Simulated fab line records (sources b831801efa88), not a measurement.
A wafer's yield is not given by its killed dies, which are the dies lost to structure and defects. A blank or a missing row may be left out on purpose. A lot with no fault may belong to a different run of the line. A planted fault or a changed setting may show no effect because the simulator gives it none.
Chamber matching / flow gf180mcu / pecvd-03 running GF_V2_CVD_02: 3 sister chambers
The step deposits SiO2 from TEOS, target thk 850 nm, time 94.851 s. 22 wafers are shown with their chamber, then 11 later ones without.

## WAFERS PAIRED WITH THEIR CHAMBERS
wafer=L076.1; chamber=0; heater-power-w (W)=754
wafer=L076.2; chamber=2; heater-power-w (W)=736
wafer=L076.3; chamber=1; heater-power-w (W)=653
wafer=L076.4; chamber=1; heater-power-w (W)=712
wafer=L076.5; chamber=0; heater-power-w (W)=839
wafer=L076.6; chamber=2; heater-power-w (W)=780
wafer=L082.1; chamber=2; heater-power-w (W)=779
wafer=L082.2; chamber=0; heater-power-w (W)=894
wafer=L082.3; chamber=1; heater-power-w (W)=687
wafer=L082.4; chamber=1; heater-power-w (W)=740
wafer=L082.5; chamber=2; heater-power-w (W)=813
wafer=L082.6; chamber=0; heater-power-w (W)=905
wafer=L083.2; chamber=1; heater-power-w (W)=721
wafer=L083.3; chamber=2; heater-power-w (W)=673
wafer=L083.6; chamber=0; heater-power-w (W)=914
wafer=L085.1; chamber=2; heater-power-w (W)=643
wafer=L085.2; chamber=1; heater-power-w (W)=746
wafer=L085.3; chamber=0; heater-power-w (W)=922
wafer=L085.4; chamber=2; heater-power-w (W)=716
wafer=L085.5; chamber=0; heater-power-w (W)=726
wafer=L085.6; chamber=1; heater-power-w (W)=770
wafer=L089.1; chamber=1; heater-power-w (W)=723

SIGNATURES, as means of the wafers listed above
reading=heater-power-w; chamber 0=850.57; chamber 1=719.00; chamber 2=734.29; scatter within a chamber=61.1
Rule: a wafer lies at a distance from a chamber equal to the root of the sum of squares, over the readings, of (its reading less the chamber's mean, divided by the reading's scatter). The wafer belongs to the nearest chamber; if the next one is less than 2 further off, it can't be placed. How the scatter is found: for the shown wafers, subtract from each reading the mean of its chamber, square and add these, divide the total by (wafers less chambers), then take the root.

## WAFERS WITHOUT THEIR CHAMBER
wafer=L089.2; heater-power-w (W)=771
wafer=L089.3; heater-power-w (W)=700
wafer=L093.2; heater-power-w (W)=730
wafer=L093.4; heater-power-w (W)=730
wafer=L093.5; heater-power-w (W)=698
wafer=L094.2; heater-power-w (W)=775
wafer=L094.5; heater-power-w (W)=920
wafer=L094.6; heater-power-w (W)=706
wafer=L095.1; heater-power-w (W)=687
wafer=L095.3; heater-power-w (W)=787
wafer=L095.6; heater-power-w (W)=862

## CHAMBER TAKEN BY EACH
wafer=L089.2; from the rows above=can't be placed: 2 or 1 or 0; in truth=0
wafer=L089.3; from the rows above=can't be placed: 1 or 2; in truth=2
wafer=L093.2; from the rows above=can't be placed: 2 or 1 or 0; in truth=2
wafer=L093.4; from the rows above=can't be placed: 2 or 1 or 0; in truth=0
wafer=L093.5; from the rows above=can't be placed: 1 or 2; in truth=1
wafer=L094.2; from the rows above=can't be placed: 2 or 1 or 0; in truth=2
wafer=L094.5; from the rows above=can't be placed: 0 or 2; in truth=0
wafer=L094.6; from the rows above=can't be placed: 1 or 2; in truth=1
wafer=L095.1; from the rows above=can't be placed: 1 or 2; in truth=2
wafer=L095.3; from the rows above=can't be placed: 2 or 0 or 1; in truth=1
wafer=L095.6; from the rows above=can't be placed: 0 or 2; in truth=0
Placed correctly: 0 of 11. These rows do not allow placing 11 (true chamber among the candidates in 11). Placed wrongly: 0.
